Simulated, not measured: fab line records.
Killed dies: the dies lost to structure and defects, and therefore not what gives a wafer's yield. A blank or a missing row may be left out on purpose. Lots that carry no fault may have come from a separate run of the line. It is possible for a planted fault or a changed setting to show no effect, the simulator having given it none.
Comparing a struck lot with a sound one | flow gf180mcu | 16 out of 602 route steps
Sound: wafers L841.3, L841.4, L841.5. Wafers L834.1, L834.4, L834.5 were the ones struck. The cause is given at the end.
At each step with rows: each side's tool, then ch and its chambers, then its first start. Under that, the readings that differ: sound wafers | struck wafers | difference of the means | sigmas: that difference in standard deviations of wafers without a fault.
alike: readings with means less than 2 such deviations apart, plus words and numbers identical on both sides. not compared: withheld readings, readings lacking a value on some wafer, bounds such as >300 that could conceal the same value, and numbers that have no deviation in the record and whose values overlap.
A row with sigmas, a row that says differs or no value, or rows on one side alone: a step with any of these is where the two part. Non-overlapping numbers with no deviation appear without sigmas and do not part them. A reading that every wafer of one side lacks parts them only if that side has two wafers or more.

first, 4 steps without rows for these wafers: GF_M1_SOFTBAKE_10 (time 60 s); GF_M1_EXPOSE_11 (exposes mask Metal1, target cd 230 nm); GF_M1_PEB_12 (peb time 90 s); GF_M1_DEVELOP_13 (develop time 60 s).
GF_M1_CD_MEAS_14: target cd 230 nm.
  sound: cdSem-02 at day 22 19:34; struck: cdSem-01 at day 20 16:23
  alike: cdNm
GF_M1_OVL_MEAS_15:
  sound: overlay-02 at day 22 19:40; struck: overlay-02 at day 20 16:30
  alike: M1_OVL
GF_M1_METAL_ETCH_16: etches the open film in Cl2/BCl3, stops on SiO2, target depth 627.5 nm, time 104.6 s.
  sound on rieMetal-01 ch 0, day 22 19:46; struck on rieMetal-01 ch 0,1, day 20 16:32
  alike: bcl3FlowSccm, biasW, drypumpMotorCurrentA, oesProductAu, throttleValvePct
  not compared: rfHoursCounterH
GF_M1_STRIP_17: strips in O2/N2.
  sound on plasmaAsher-02 ch 0,1, day 22 19:56; struck on plasmaAsher-02 ch 0,1, day 20 16:38
  alike: drypumpMotorCurrentA, heaterPowerW, oesProductAu, stripTimeToEndpointS
  not compared: rfHoursCounterH
then, 3 steps without rows for these wafers: GF_M1_STRIP_18 (strips in post etch residue remover, time 1200 s); GF_M1_CLEAN_19 (cleans in DIW); GF_V1_CVD_00 (deposits SiO2, target thk 600 nm, time 100 s).
GF_V1_THK_MEAS_01:
  sound: filmMetro-02 at day 22 20:41; struck: filmMetro-03 at day 20 17:36
  alike: V1_CVD_00_THK
GF_V1_CVD_02: deposits SiO2 from TEOS, target thk 850 nm, time 94.851 s.
  sound on pecvd-02 ch 0,1,2, day 22 20:44; struck on pecvd-04 ch 1,2, day 20 17:40
reading                            | sound             | struck            | difference | sigmas
runLengthS (s)                     | 123.0 122.7 122.3 | 125.7 125.8 125.0 | +2.8       | +6
model.SiO2_of_V1_CVD_02.thkNm (nm) | 842.6 868.1 867.5 | 877.3 896.4 893.4 | +29.6      | 
  alike: heaterPowerW
GF_V1_THK_MEAS_03:
  sound: filmMetro-01 at day 22 20:49; struck: filmMetro-02 at day 20 17:45
reading            | sound       | struck      | difference | sigmas
V1_CVD_02_THK (nm) | 843 868 867 | 877 897 894 | +30        | +2
GF_V1_CMP_04: polishes SiO2.
  sound on cmp-01 ch 0,3, day 22 20:52; struck on cmp-02 ch 0,3, day 20 17:49
  alike: edgeZonePressureFrac, motorCurrentA, timeToEndpointS
-- the record jumps here: 11 days lie between the struck wafers' starts before and after (it left off in module V1 and takes up again in module PASSIVATION, whose first step shown is number 602 of the route) --
GF_PASSIVATION_PROBE_99:
  rows exist in the record for the struck wafers here (prober-01, day 31 22:46), but not for the sound ones

## WHERE THEY PART
Last at GF_PASSIVATION_PROBE_99 as far as this record goes, first at GF_V1_CVD_02.

WHY: what had been put in by the simulator
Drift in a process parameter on pecvd-04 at GF_V1_CVD_02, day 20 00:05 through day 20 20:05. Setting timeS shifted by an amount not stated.
